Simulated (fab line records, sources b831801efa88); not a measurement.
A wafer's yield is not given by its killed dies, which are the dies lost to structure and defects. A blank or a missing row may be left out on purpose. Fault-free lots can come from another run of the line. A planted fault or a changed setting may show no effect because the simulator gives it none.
fab line records + flow sky130
record:
- lots: 15
- wafers: 45
- lastDay: 50
route steps=708 shown VT_ADJUST_HVTR@139 SONOS_ONO@173 GATE_OXIDE@199 POLY_GATE@228 PAD_OPEN@708
lots that met no fault: from a run of the same line without faults
startH: the number of hours between the record's first day and the start of the first shown wafer of the lot + waitH: hours elapsed since this lot's preceding step + " as in the row above + L1.1+2: a row that stands for several wafers + - no value present, or no start provided + * or withheld: withheld + < > ~ a bound
route shown NAME@n: a module of which the file shows steps, and the number in the route of the first + usual: average and standard deviation across the fault-free wafers + same: alike in all rows + chamber/n: place in a boat + sites: the reading at each site + _std_site: how widely they spread, as a standard deviation + _edge_site: outer sites' mean less inner sites' + radiusMm: for every site, how far away it sits from the centre of the wafer + mask NAME#n: copy n + behind: tool/chamber where the wafer was last shaped + hold: why the lot was held/for how many hours/how that ended + device: transistor that didn't switch, given as n, p or np + end of line: tests of these same wafers at the route's end + a step with no rows: only its recipe + killed: the dies lost at the first sort to structure and to defects; this is not the yield of the wafer + map: shows each die of a wafer: x if killed, . if not, _ if none is there
set.NAME: setting as actually run; set.NAME@STEP: the setting as run at that earlier step + model.NAME: the simulator's own value behind a step, which no gauge read
the route's steps for a sample of lots (tables are steps, rows are wafers)
services: when a tool's chamber went out of use (startH, in hours from the record's first day, below 0 if earlier), for how many hours, and the reason
== steps ==
step: SKY_VT_ADJUST_HVTR_OVL_MEAS_08
usual:
- VT_ADJUST_HVTR_OVL: -0.6/1.5
| lot.wafer | tool       | chamber | startH | waitH | VT_ADJUST_HVTR_OVL[nm] |
|-----------|------------|---------|--------|-------|------------------------|
| L526.1    | overlay-02 | -       | 219.94 | 0.1   | -1.3                   |
| L526.3    | "          | -       | "      | "     | -0.4                   |
| L526.5    | "          | -       | "      | "     | -0.3                   |
| L527.1    | overlay-02 | -       | 220.70 | 0.1   | -2.9                   |
| L527.3    | "          | -       | "      | "     | 0.5                    |
| L527.5    | "          | -       | "      | "     | 1.0                    |
| L528.2    | overlay-01 | -       | 242.06 | 0.1   | 2.9                    |
| L528.4    | "          | -       | "      | "     | 4.1                    |
| L528.5    | "          | -       | "      | "     | 2.6                    |
| L529.1    | overlay-02 | -       | 242.35 | 0.1   | -1.4                   |
| L529.4    | "          | -       | "      | "     | -1.5                   |
| L529.6    | "          | -       | "      | "     | -1.0                   |
| L530.2    | overlay-01 | -       | 245.44 | 0.1   | 2.1                    |
| L530.3    | "          | -       | "      | "     | 0.3                    |
| L530.4    | "          | -       | "      | "     | -0.6                   |
| L531.2    | overlay-02 | -       | 253.19 | 0.1   | -1.5                   |
| L531.3    | "          | -       | "      | "     | -1.5                   |
| L531.5    | "          | -       | "      | "     | -3.5                   |
| L534.2    | overlay-01 | -       | 260.15 | 0.1   | -2.9                   |
| L534.3    | "          | -       | "      | "     | -3.9                   |
| L534.4    | "          | -       | "      | "     | -2.1                   |
| L540.3    | overlay-02 | -       | 307.51 | 0.1   | 0.2                    |
| L540.5    | "          | -       | "      | "     | 0.8                    |
| L540.6    | "          | -       | "      | "     | -0.7                   |
| L541.1    | overlay-02 | -       | 316.20 | 0.1   | -1.7                   |
| L541.2    | "          | -       | "      | "     | -2.8                   |
| L541.4    | "          | -       | "      | "     | -1.0                   |
| L542.1    | overlay-02 | -       | 323.89 | 0.1   | 0.7                    |
| L542.3    | "          | -       | "      | "     | 1.1                    |
| L542.6    | "          | -       | "      | "     | -0.5                   |
| L543.3    | overlay-02 | -       | 328.20 | 0.1   | 1.0                    |
| L543.5    | "          | -       | "      | "     | 0.3                    |
| L543.6    | "          | -       | "      | "     | 0.1                    |
| L544.2    | overlay-01 | -       | 334.46 | 0.1   | -2.3                   |
| L544.3    | "          | -       | "      | "     | -0.9                   |
| L544.6    | "          | -       | "      | "     | -1.2                   |
| L545.2    | overlay-01 | -       | 345.71 | 0.1   | 0.6                    |
| L545.4    | "          | -       | "      | "     | 1.1                    |
| L545.6    | "          | -       | "      | "     | 1.3                    |
| L546.2    | overlay-02 | -       | 359.85 | 0.1   | -0.3                   |
| L546.3    | "          | -       | "      | "     | 0.2                    |
| L546.4    | "          | -       | "      | "     | 0.5                    |
| L548.1    | overlay-01 | -       | 373.40 | 0.1   | 0.2                    |
| L548.5    | "          | -       | "      | "     | -1.0                   |
| L548.6    | "          | -       | "      | "     | 0.2                    |
step: SKY_SONOS_ONO_THK_MEAS_05
recipe:
- reads: SiO2_of_SONOS_ONO_CVD_04
usual:
- SONOS_ONO_CVD_04_THK: 5.63/0.093
| lot.wafer | tool         | chamber | startH | waitH | SONOS_ONO_CVD_04_THK[nm] |
|-----------|--------------|---------|--------|-------|--------------------------|
| L526.1    | filmMetro-03 | -       | 272.82 | 0.0   | 5.82                     |
| L526.3    | "            | -       | "      | "     | 5.72                     |
| L526.5    | "            | -       | "      | "     | 5.76                     |
| L527.1    | filmMetro-04 | -       | 272.82 | 0.0   | 5.55                     |
| L527.3    | "            | -       | "      | "     | 5.42                     |
| L527.5    | "            | -       | "      | "     | 5.48                     |
| L529.1    | filmMetro-03 | -       | 297.63 | 0.0   | 5.71                     |
| L529.4    | "            | -       | "      | "     | 5.61                     |
| L529.6    | "            | -       | "      | "     | 5.66                     |
| L528.2    | filmMetro-04 | -       | 297.64 | 0.0   | 5.51                     |
| L528.4    | "            | -       | "      | "     | 5.65                     |
| L528.5    | "            | -       | "      | "     | 5.61                     |
| L530.2    | filmMetro-03 | -       | 308.08 | 0.0   | 5.65                     |
| L530.3    | "            | -       | "      | "     | 5.62                     |
| L530.4    | "            | -       | "      | "     | 5.56                     |
| L531.2    | filmMetro-03 | -       | 309.33 | 0.0   | 5.57                     |
| L531.3    | "            | -       | "      | "     | 5.66                     |
| L531.5    | "            | -       | "      | "     | 5.78                     |
| L534.2    | filmMetro-04 | -       | 314.79 | 0.0   | 5.53                     |
| L534.3    | "            | -       | "      | "     | 5.66                     |
| L534.4    | "            | -       | "      | "     | 5.58                     |
| L540.3    | filmMetro-02 | -       | 367.78 | 0.0   | 5.62                     |
| L540.5    | "            | -       | "      | "     | 5.47                     |
| L540.6    | "            | -       | "      | "     | 5.48                     |
| L541.1    | filmMetro-04 | -       | 376.09 | 0.0   | 5.66                     |
| L541.2    | "            | -       | "      | "     | 5.66                     |
| L541.4    | "            | -       | "      | "     | 5.69                     |
| L542.1    | filmMetro-03 | -       | 386.27 | 0.0   | 5.54                     |
| L542.3    | "            | -       | "      | "     | 5.55                     |
| L542.6    | "            | -       | "      | "     | 5.54                     |
| L543.3    | filmMetro-02 | -       | 389.12 | 0.0   | 5.61                     |
| L543.5    | "            | -       | "      | "     | 5.68                     |
| L543.6    | "            | -       | "      | "     | 5.61                     |
| L544.2    | filmMetro-04 | -       | 398.00 | 0.0   | 5.71                     |
| L544.3    | "            | -       | "      | "     | 5.63                     |
| L544.6    | "            | -       | "      | "     | 5.71                     |
| L545.2    | filmMetro-04 | -       | 406.17 | 0.0   | 5.62                     |
| L545.4    | "            | -       | "      | "     | 5.65                     |
| L545.6    | "            | -       | "      | "     | 5.61                     |
| L546.2    | filmMetro-02 | -       | 424.12 | 0.0   | 5.51                     |
| L546.3    | "            | -       | "      | "     | 5.47                     |
| L546.4    | "            | -       | "      | "     | 5.38                     |
| L548.1    | filmMetro-04 | -       | 438.34 | 0.0   | 5.66                     |
| L548.5    | "            | -       | "      | "     | 5.63                     |
| L548.6    | "            | -       | "      | "     | 5.75                     |
step: SKY_GATE_OXIDE_WET_ETCH_12
recipe:
- chemistry: dHF
- targetDepthNm: 16.8
- dry: n2Spin
- target: SiO2
- dilution: 100:1
- tempC: 25
- timeS: 336
usual:
- runLengthS: 363/3.3
| lot.wafer | tool        | chamber | startH | waitH | runLengthS |
|-----------|-------------|---------|--------|-------|------------|
| L526.1    | wetBench-01 | 2       | 326.41 | 0.1   | 361        |
| L526.3    | "           | 2       | "      | "     | 361        |
| L526.5    | "           | 2       | "      | "     | 361        |
| L527.1    | wetBench-02 | 3       | 326.50 | 0.1   | 370        |
| L527.3    | "           | 3       | "      | "     | 370        |
| L527.5    | "           | 3       | "      | "     | 370        |
| L528.2    | wetBench-01 | 1       | 351.91 | 0.1   | 360        |
| L528.4    | "           | 1       | "      | "     | 360        |
| L528.5    | "           | 1       | "      | "     | 360        |
| L529.1    | wetBench-01 | 3       | 352.45 | 0.1   | 362        |
| L529.4    | "           | 3       | "      | "     | 362        |
| L529.6    | "           | 3       | "      | "     | 362        |
| L530.2    | wetBench-01 | 3       | 363.10 | 0.1   | 156        |
| L530.3    | "           | 3       | "      | "     | 156        |
| L530.4    | "           | 3       | "      | "     | 156        |
| L531.2    | wetBench-01 | 1       | 367.16 | 0.1   | 156        |
| L531.3    | "           | 1       | "      | "     | 156        |
| L531.5    | "           | 1       | "      | "     | 156        |
| L534.2    | wetBench-01 | 2       | 374.95 | 0.1   | 156        |
| L534.3    | "           | 2       | "      | "     | 156        |
| L534.4    | "           | 2       | "      | "     | 156        |
| L540.3    | wetBench-02 | 3       | 428.71 | 0.1   | 362        |
| L540.5    | "           | 3       | "      | "     | 362        |
| L540.6    | "           | 3       | "      | "     | 362        |
| L541.1    | wetBench-04 | 2       | 437.87 | 0.1   | 361        |
| L541.2    | "           | 2       | "      | "     | 361        |
| L541.4    | "           | 2       | "      | "     | 361        |
| L542.1    | wetBench-02 | 1       | 447.91 | 0.1   | 361        |
| L542.3    | "           | 1       | "      | "     | 361        |
| L542.6    | "           | 1       | "      | "     | 361        |
| L543.3    | wetBench-04 | 3       | 450.17 | 0.1   | 362        |
| L543.5    | "           | 3       | "      | "     | 362        |
| L543.6    | "           | 3       | "      | "     | 362        |
| L544.2    | wetBench-01 | 3       | 460.85 | 0.1   | 369        |
| L544.3    | "           | 3       | "      | "     | 369        |
| L544.6    | "           | 3       | "      | "     | 369        |
| L545.2    | wetBench-04 | 3       | 470.06 | 0.1   | 363        |
| L545.4    | "           | 3       | "      | "     | 363        |
| L545.6    | "           | 3       | "      | "     | 363        |
| L546.2    | wetBench-01 | 0       | 487.47 | 0.1   | 362        |
| L546.3    | "           | 0       | "      | "     | 362        |
| L546.4    | "           | 0       | "      | "     | 362        |
| L548.1    | wetBench-04 | 0       | 502.01 | 0.1   | 361        |
| L548.5    | "           | 0       | "      | "     | 361        |
| L548.6    | "           | 0       | "      | "     | 361        |
step: SKY_POLY_GATE_OVL_MEAS_14
usual:
- POLY_GATE_OVL: 3/4.5
| lot.wafer | tool       | chamber | startH | waitH | POLY_GATE_OVL[nm] |
|-----------|------------|---------|--------|-------|-------------------|
| L526.1    | overlay-01 | -       | 387.34 | 0.1   | 2                 |
| L526.3    | "          | -       | "      | "     | 3                 |
| L526.5    | "          | -       | "      | "     | 0                 |
| L527.1    | overlay-02 | -       | 388.74 | 0.1   | 1                 |
| L527.3    | "          | -       | "      | "     | 6                 |
| L527.5    | "          | -       | "      | "     | 7                 |
| L528.2    | overlay-02 | -       | 417.94 | 0.1   | 6                 |
| L528.4    | "          | -       | "      | "     | 5                 |
| L528.5    | "          | -       | "      | "     | 3                 |
| L529.1    | overlay-01 | -       | 418.06 | 0.1   | 7                 |
| L529.4    | "          | -       | "      | "     | 1                 |
| L529.6    | "          | -       | "      | "     | -1                |
| L540.3    | overlay-01 | -       | 495.26 | 0.1   | 5                 |
| L540.5    | "          | -       | "      | "     | 4                 |
| L540.6    | "          | -       | "      | "     | 6                 |
| L541.1    | overlay-02 | -       | 504.79 | 0.1   | 1                 |
| L541.2    | "          | -       | "      | "     | 0                 |
| L541.4    | "          | -       | "      | "     | -2                |
| L542.1    | overlay-02 | -       | 513.24 | 0.1   | 5                 |
| L542.3    | "          | -       | "      | "     | 0                 |
| L542.6    | "          | -       | "      | "     | -3                |
| L543.3    | overlay-02 | -       | 515.71 | 0.1   | 4                 |
| L543.5    | "          | -       | "      | "     | -3                |
| L543.6    | "          | -       | "      | "     | 5                 |
| L544.2    | overlay-01 | -       | 527.09 | 0.1   | 1                 |
| L544.3    | "          | -       | "      | "     | 7                 |
| L544.6    | "          | -       | "      | "     | -1                |
| L545.2    | overlay-02 | -       | 536.29 | 0.1   | 4                 |
| L545.4    | "          | -       | "      | "     | 4                 |
| L545.6    | "          | -       | "      | "     | 2                 |
| L546.2    | overlay-02 | -       | 551.21 | 0.1   | 10                |
| L546.3    | "          | -       | "      | "     | 8                 |
| L546.4    | "          | -       | "      | "     | 8                 |
| L548.1    | overlay-02 | -       | 567.34 | 0.1   | -1                |
| L548.5    | "          | -       | "      | "     | 1                 |
| L548.6    | "          | -       | "      | "     | 6                 |
step: SKY_PAD_OPEN_PROBE_99
usual:
- killed_at_M0_to_M3: 44/7.3
- killed_at_M4_up: 3.4/1.7
- killedAtContacts: 24/5.3
- killedAtFrontEnd: 15/4.1
- killedAtOther: 0.4/0.68
- killedDies: 87/9.5
- killedOnRim: 17/3.8
- killedOpen: 48/7.1
- killedShort: 39/5.8
same:
- grossDies: 492
- killedAtBackSide: 0
| lot.wafer | tool      | chamber | startH  | waitH | killed_at_M0_to_M3 | killed_at_M4_up | killedAtContacts | killedAtFrontEnd | killedAtOther | killedDies | killedOnRim | killedOpen | killedShort |
|-----------|-----------|---------|---------|-------|--------------------|-----------------|------------------|------------------|---------------|------------|-------------|------------|-------------|
| L528.2    | prober-02 | -       | 1105.06 | 0.1   | 37                 | 2               | 24               | 13               | 0             | 76         | 13          | 40         | 36          |
| L528.4    | prober-02 | -       | 1105.16 | 0.2   | 55                 | 5               | 17               | 20               | 0             | 97         | 23          | 55         | 40          |
| L528.5    | prober-02 | -       | 1105.21 | 0.2   | 46                 | 4               | 11               | 16               | 0             | 77         | 19          | 38         | 38          |
| L529.1    | prober-01 | -       | 1107.30 | 0.1   | 42                 | 4               | 30               | 19               | 2             | 97         | 16          | 47         | 49          |
| L529.4    | prober-01 | -       | 1107.45 | 0.2   | 51                 | 3               | 23               | 17               | 1             | 95         | 16          | 52         | 43          |
| L529.6    | prober-01 | -       | 1107.55 | 0.2   | 45                 | 4               | 20               | 13               | 1             | 83         | 23          | 43         | 39          |
| L530.2    | prober-02 | -       | 1112.75 | 0.1   | 46                 | 3               | 31               | 412              | 0             | 492        | 96          | 54         | 43          |
| L530.3    | prober-02 | -       | 1112.80 | 0.2   | 46                 | 3               | 19               | 424              | 0             | 492        | 96          | 42         | 42          |
| L530.4    | prober-02 | -       | 1112.85 | 0.2   | 48                 | 7               | 23               | 413              | 1             | 492        | 96          | 51         | 45          |
| L531.2    | prober-01 | -       | 1114.25 | 0.1   | 47                 | 2               | 21               | 422              | 0             | 492        | 96          | 48         | 41          |
| L531.3    | prober-01 | -       | 1114.30 | 0.2   | 44                 | 3               | 20               | 425              | 0             | 492        | 96          | 44         | 37          |
| L531.5    | prober-01 | -       | 1114.40 | 0.2   | 37                 | 1               | 16               | 438              | 0             | 492        | 96          | 37         | 32          |
| L534.2    | prober-02 | -       | 1122.45 | 0.1   | 36                 | 4               | 24               | 428              | 0             | 492        | 96          | 45         | 40          |
| L534.3    | prober-02 | -       | 1122.50 | 0.2   | 47                 | 1               | 29               | 415              | 0             | 492        | 96          | 52         | 35          |
| L534.4    | prober-02 | -       | 1122.55 | 0.2   | 39                 | 6               | 22               | 424              | 1             | 492        | 96          | 40         | 39          |
| L541.1    | prober-01 | -       | 1175.14 | 0.1   | 46                 | 5               | 27               | 17               | 0             | 95         | 15          | 49         | 44          |
| L541.2    | prober-01 | -       | 1175.19 | 0.1   | 40                 | 4               | 27               | 13               | 0             | 84         | 12          | 48         | 35          |
| L541.4    | prober-01 | -       | 1175.29 | 0.2   | 53                 | 3               | 24               | 15               | 0             | 95         | 14          | 52         | 43          |
| L543.3    | prober-02 | -       | 1175.94 | 0.2   | 37                 | 5               | 23               | 20               | 0             | 85         | 14          | 42         | 42          |
| L543.5    | prober-02 | -       | 1176.04 | 0.2   | 47                 | 6               | 28               | 10               | 2             | 93         | 27          | 47         | 46          |
| L543.6    | prober-02 | -       | 1176.09 | 0.2   | 43                 | 3               | 18               | 13               | 1             | 78         | 12          | 44         | 34          |
| L544.2    | prober-01 | -       | 1176.69 | 0.1   | 47                 | 4               | 26               | 20               | 0             | 97         | 22          | 49         | 47          |
| L544.3    | prober-01 | -       | 1176.74 | 0.2   | 53                 | 7               | 22               | 11               | 0             | 93         | 16          | 52         | 41          |
| L544.6    | prober-01 | -       | 1176.89 | 0.2   | 40                 | 2               | 31               | 13               | 0             | 86         | 17          | 43         | 43          |
killed by level:class
L528.2 CONTACT:geometricParticle:open=13 VIA1:geometricParticle:open=10 VIA2:geometricParticle:open=6 POLY_GATE:geometricParticle:short=5 LOCAL_INTERCONNECT:geometricParticle:short=5 VIA3:geometricParticle:open=5 CONTACT:geometricParticle:short=4 VIA1:geometricParticle:short=4
L528.4 VIA1:geometricParticle:open=19 VIA3:geometricParticle:open=9 FIELD_ISO:geometricParticle:short=7 CONTACT:geometricParticle:open=7 METAL2:geometricParticle:short=6 VIA2:geometricParticle:open=6 CONTACT:geometricParticle:short=5 LI_CONTACT:geometricParticle:open=4
L528.5 VIA1:geometricParticle:open=11 METAL3:geometricParticle:short=9 VIA1:geometricParticle:short=6 LI_CONTACT:geometricParticle:open=5 VIA2:geometricParticle:open=5 POLY_GATE:geometricParticle:open=4 POLY_GATE:geometricParticle:short=4 METAL2:geometricParticle:short=4
L529.1 CONTACT:geometricParticle:open=9 VIA1:geometricParticle:open=9 LI_CONTACT:geometricParticle:open=7 VIA2:geometricParticle:open=7 FIELD_ISO:geometricParticle:short=6 POLY_GATE:geometricParticle:open=6 METAL1:geometricParticle:short=6 LOCAL_INTERCONNECT:geometricParticle:short=6
L529.4 VIA1:geometricParticle:open=10 VIA2:geometricParticle:open=10 CONTACT:geometricParticle:open=9 FIELD_ISO:geometricParticle:short=6 VIA2:geometricParticle:short=6 METAL1:geometricParticle:short=6 VIA3:geometricParticle:open=6 FIELD_ISO:geometricParticle:open=4
L529.6 VIA1:geometricParticle:open=9 CONTACT:geometricParticle:open=8 METAL1:geometricParticle:short=7 METAL2:geometricParticle:short=6 LI_CONTACT:geometricParticle:open=5 LOCAL_INTERCONNECT:geometricParticle:short=5 METAL1:geometricParticle:open=5 VIA3:geometricParticle:open=5
L530.2 GATE_OXIDE:areaEtch=395 CONTACT:geometricParticle:open=11 LI_CONTACT:geometricParticle:open=10 VIA2:geometricParticle:open=9 VIA1:geometricParticle:short=8 VIA1:geometricParticle:open=7 METAL2:geometricParticle:short=6 FIELD_ISO:geometricParticle:short=5
L530.3 GATE_OXIDE:areaEtch=407 CONTACT:geometricParticle:open=11 VIA1:geometricParticle:open=10 VIA1:geometricParticle:short=9 FIELD_ISO:geometricParticle:open=6 METAL1:geometricParticle:short=6 FIELD_ISO:geometricParticle:short=5 METAL2:geometricParticle:short=5
L530.4 GATE_OXIDE:areaEtch=393 METAL1:geometricParticle:short=9 VIA2:geometricParticle:open=8 VIA1:geometricParticle:open=8 LI_CONTACT:geometricParticle:open=7 CONTACT:geometricParticle:open=7 FIELD_ISO:geometricParticle:open=5 POLY_GATE:geometricParticle:short=5
L531.2 GATE_OXIDE:areaEtch=402 VIA1:geometricParticle:open=13 VIA2:geometricParticle:open=7 LI_CONTACT:geometricParticle:open=6 VIA3:geometricParticle:open=6 FIELD_ISO:geometricParticle:short=4 VIA1:geometricParticle:short=4 POLY_GATE:geometricParticle:open=4
L531.3 GATE_OXIDE:areaEtch=411 VIA1:geometricParticle:open=12 CONTACT:geometricParticle:open=9 VIA1:geometricParticle:short=6 VIA2:geometricParticle:short=6 VIA3:geometricParticle:open=5 POLY_GATE:geometricParticle:open=4 CONTACT:geometricParticle:short=4
L531.5 GATE_OXIDE:areaEtch=421 VIA3:geometricParticle:open=8 METAL3:geometricParticle:short=7 VIA1:geometricParticle:open=6 VIA2:geometricParticle:open=5 FIELD_ISO:geometricParticle:open=4 FIELD_ISO:geometricParticle:short=4 POLY_GATE:geometricParticle:short=4
L534.2 GATE_OXIDE:areaEtch=407 FIELD_ISO:geometricParticle:short=8 CONTACT:geometricParticle:open=8 METAL2:geometricParticle:short=6 VIA3:geometricParticle:open=6 VIA1:geometricParticle:open=6 POLY_GATE:geometricParticle:open=5 LOCAL_INTERCONNECT:geometricParticle:short=5
L534.3 GATE_OXIDE:areaEtch=405 VIA3:geometricParticle:open=11 LI_CONTACT:geometricParticle:open=10 CONTACT:geometricParticle:open=9 VIA1:geometricParticle:open=7 METAL2:geometricParticle:short=5 CONTACT:geometricParticle:short=5 VIA2:geometricParticle:open=5
L534.4 GATE_OXIDE:areaEtch=413 CONTACT:geometricParticle:open=9 VIA1:geometricParticle:open=8 VIA2:geometricParticle:open=7 VIA3:geometricParticle:open=7 METAL4:geometricParticle:short=6 CONTACT:geometricParticle:short=6 LOCAL_INTERCONNECT:geometricParticle:short=4
L541.1 CONTACT:geometricParticle:open=10 LI_CONTACT:geometricParticle:open=9 VIA1:geometricParticle:open=9 METAL1:geometricParticle:short=8 VIA3:geometricParticle:open=7 VIA2:geometricParticle:open=6 LOCAL_INTERCONNECT:geometricParticle:short=5 POLY_GATE:geometricParticle:short=4
L541.2 CONTACT:geometricParticle:open=9 VIA1:geometricParticle:open=9 LI_CONTACT:geometricParticle:open=7 METAL1:geometricParticle:open=5 METAL1:geometricParticle:short=5 LI_CONTACT:geometricParticle:short=4 VIA3:geometricParticle:open=4 FIELD_ISO:geometricParticle:open=3
L541.4 VIA1:geometricParticle:open=13 VIA2:geometricParticle:open=11 POLY_GATE:geometricParticle:open=6 CONTACT:geometricParticle:open=6 LI_CONTACT:geometricParticle:open=6 VIA1:geometricParticle:short=6 LI_CONTACT:geometricParticle:short=5 METAL1:geometricParticle:short=5
L543.3 VIA1:geometricParticle:open=11 LI_CONTACT:geometricParticle:open=8 VIA2:geometricParticle:open=6 CONTACT:geometricParticle:open=5 METAL2:geometricParticle:short=5 FIELD_ISO:geometricParticle:short=4 POLY_GATE:geometricParticle:open=4 POLY_GATE:geometricParticle:short=4
L543.5 CONTACT:geometricParticle:open=10 VIA1:geometricParticle:open=9 METAL2:geometricParticle:short=9 LI_CONTACT:geometricParticle:open=8 VIA1:geometricParticle:short=8 FIELD_ISO:geometricParticle:open=6 CONTACT:geometricParticle:short=6 METAL4:geometricParticle:short=6
L543.6 VIA1:geometricParticle:open=9 METAL1:geometricParticle:short=6 VIA2:geometricParticle:open=6 VIA3:geometricParticle:open=6 LI_CONTACT:geometricParticle:open=5 CONTACT:geometricParticle:short=5 METAL2:geometricParticle:short=5 POLY_GATE:geometricParticle:short=4
L544.2 VIA1:geometricParticle:open=11 CONTACT:geometricParticle:open=9 VIA2:geometricParticle:open=7 VIA1:geometricParticle:short=7 POLY_GATE:geometricParticle:open=6 METAL1:geometricParticle:short=6 LI_CONTACT:geometricParticle:short=5 METAL2:geometricParticle:short=5
L544.3 VIA1:geometricParticle:open=10 VIA3:geometricParticle:open=9 VIA2:geometricParticle:open=9 CONTACT:geometricParticle:open=8 METAL1:geometricParticle:short=8 VIA2:geometricParticle:short=5 CONTACT:geometricParticle:short=4 METAL3:geometricParticle:short=4
L544.6 CONTACT:geometricParticle:open=12 VIA2:geometricParticle:open=10 VIA1:geometricParticle:open=8 CONTACT:geometricParticle:short=7 LOCAL_INTERCONNECT:geometricParticle:short=5 METAL2:geometricParticle:short=5 FIELD_ISO:geometricParticle:short=4 VIA1:geometricParticle:short=4
== services ==
| tool        | chamber | startH | hours | kind   |
|-------------|---------|--------|-------|--------|
| wetBench-04 | -       | 338.43 | 1.9   | pm     |
| wetBench-04 | -       | 362.37 | 1.8   | repair |
| wetBench-02 | -       | 363.02 | 7.7   | repair |
| wetBench-01 | -       | 431.43 | 1.9   | pm     |
| wetBench-02 | -       | 443.76 | 4.1   | repair |
== key ==
firstSign:
- step: SKY_GATE_OXIDE_WET_ETCH_12
- reading: runLengthS
- direction: down
- sigmas: 62
- usual: *
- struck: *
effect:
- step: SKY_PAD_OPEN_PROBE_99
- reading: killedAtFrontEnd
- direction: up
- sigmas: 99+
- usual: 15
- struck: 422
moreKillsBornAt:
- SKY_GATE_OXIDE_WET_ETCH_12@wetBench-01: 3654
metAt SKY_GATE_OXIDE_WET_ETCH_12
struckLots L530,L531,L534
laterRowsLeftOut L530.2,L530.3,L530.4,L531.2,L531.3,L531.5,L534.2,L534.3,L534.4
testerLeftOut L530,L531,L534
notActingAt SKY_VT_ADJUST_HVTR_OVL_MEAS_08,SKY_SONOS_ONO_THK_MEAS_05,SKY_POLY_GATE_OVL_MEAS_14
onsetBetween 352.45 363.10
fault:
- kind: processParameterDrift
- tool: wetBench-01
- chamber: -
- onsetH: 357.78
- steps: SKY_GATE_OXIDE_WET_ETCH_12
- channel: timeS
- offset: *
- shape: step
- endH: 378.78
- actsIn: *
- stated: *
testerLeftOut: of these lots the tester's yield and bins aren't shown, on N5 and GAA mostly nor the transistor test; their killed dies are dies lost to structure and defects alone, not to doping, threshold or leakage, so they don't give the yield
laterRowsLeftOut: the simulator's readings of these wafers behind a module that went badly wrong aren't trusted and aren't shown, but for the sort
